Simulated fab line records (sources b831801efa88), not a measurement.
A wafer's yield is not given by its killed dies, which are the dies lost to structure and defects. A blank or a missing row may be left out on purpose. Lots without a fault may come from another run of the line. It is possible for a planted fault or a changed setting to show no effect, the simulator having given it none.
The tool behind it: which one? -- flow sfq_line -- 42 wafers from 14 lots sampled at 2 of the route's 325 steps

## WHAT THE GAUGES READ, wafer by wafer
SFQ_M0_RS_MEAS_904: uses a four-point probe to measure.
lot,measured,on,M0_NB_RS (ohm/sq)
L556,day 7 01:23,film_metro-04,0.885 0.893 0.892
L557,day 7 07:20,film_metro-03,0.891 0.885 0.888
L558,day 7 10:59,film_metro-03,0.889 0.889 0.886
L559,day 7 18:08,film_metro-03,0.894 0.889 0.883
L561,day 8 10:25,film_metro-01,0.884 0.883 0.876
L563,day 9 00:49,film_metro-01,0.886 0.890 0.887
L566,day 9 14:03,film_metro-01,0.880 0.888 1.209 0.882 0.887 1.209
L570,day 9 23:37,film_metro-03,1.221 1.240 0.891 1.220 1.238 0.888
L572,day 11 17:39,film_metro-03,0.886 0.881 0.885
L573,day 12 03:14,film_metro-04,0.891 0.883 0.883
L575,day 12 20:01,film_metro-04,0.894 0.895 0.893
L576,day 13 02:01,film_metro-03,0.887 0.885 0.879
L577,day 13 11:37,film_metro-01,0.891 0.897 0.887
L579,day 14 10:13,film_metro-03,0.902 0.892 0.895

## WHAT TOOL EACH LOT RAN ON (gives the tool, then ch and the chambers of the sampled wafers, and finally the start)
lot,SFQ_TRILAYER_M0_DEP_SPUTTER_019
L556,"pvd_sputter-04, day 7 01:14"
L557,"pvd_sputter-06, day 7 07:14"
L558,"pvd_sputter-05, day 7 10:50"
L559,"pvd_sputter-04, day 7 18:02"
L561,"pvd_sputter-06, day 8 10:19"
L563,"pvd_sputter-05, day 9 00:43"
L566,"pvd_sputter-04, day 9 13:55"
L570,"pvd_sputter-04, day 9 23:32"
L572,"pvd_sputter-05, day 11 17:31"
L573,"pvd_sputter-06, day 12 03:07"
L575,"pvd_sputter-05, day 12 19:55"
L576,"pvd_sputter-04, day 13 01:55"
L577,"pvd_sputter-05, day 13 11:31"
L579,"pvd_sputter-06, day 14 10:07"
- SFQ_TRILAYER_M0_DEP_SPUTTER_019: material Nb, target thk 200 nm, time 133.3 s.

## WHAT THE TOOLS THEMSELVES READ (means of the sampled wafers that have a number; where no wafer has one, the mark that the record gives instead)
SFQ_TRILAYER_M0_DEP_SPUTTER_019.
lot,tool,throttle_valve_pct (%)
L556,pvd_sputter-04,30.8
L557,pvd_sputter-06,29.6
L558,pvd_sputter-05,29.5
L559,pvd_sputter-04,30.8
L561,pvd_sputter-06,30.4
L563,pvd_sputter-05,29.4
L566,pvd_sputter-04,31.3
L570,pvd_sputter-04,30.9
L572,pvd_sputter-05,29.2
L573,pvd_sputter-06,30.3
L575,pvd_sputter-05,29.5
L576,pvd_sputter-04,30.9
L577,pvd_sputter-05,29.7
L579,pvd_sputter-06,30.3

## THE ANSWER, worked out from the rows above alone
Rule: the usual values come from the lots themselves. The widest of any qualifying gaps counts: lots, ordered by their means at a reading, are off when they make up no more than a third of the lots, leave a main group of 4 or more, and stand apart from it by 3 or more times the standard deviation of that group's means. A main group whose means are all the same, to the digits that the tables above print for the reading, isn't used. A lot without any number at a reading at which 4 lots or more have one is off too. Any other lot the step has rows for is counted as sound. First the gauges in route order, then the tools' own readings, where a lot's mean is used as printed above. The first step at which some lot is off is used, and at that step the reading that is off furthest; a lot without a number counts as furthest.
Off: L566, L570, at SFQ_M0_RS_MEAS_904 (M0_NB_RS). For the main group the mean is 0.888 ohm/sq and the standard deviation 0.0042.
A tool fits if, at a process step before that reading, it ran every lot that is off, and no sound lot after the first of them. Gauges at SFQ_M0_RS_MEAS_904: tried the same way as those tools. Not one of the candidates tried fits.

## WHAT HAD BEEN PUT IN BY THE SIMULATOR
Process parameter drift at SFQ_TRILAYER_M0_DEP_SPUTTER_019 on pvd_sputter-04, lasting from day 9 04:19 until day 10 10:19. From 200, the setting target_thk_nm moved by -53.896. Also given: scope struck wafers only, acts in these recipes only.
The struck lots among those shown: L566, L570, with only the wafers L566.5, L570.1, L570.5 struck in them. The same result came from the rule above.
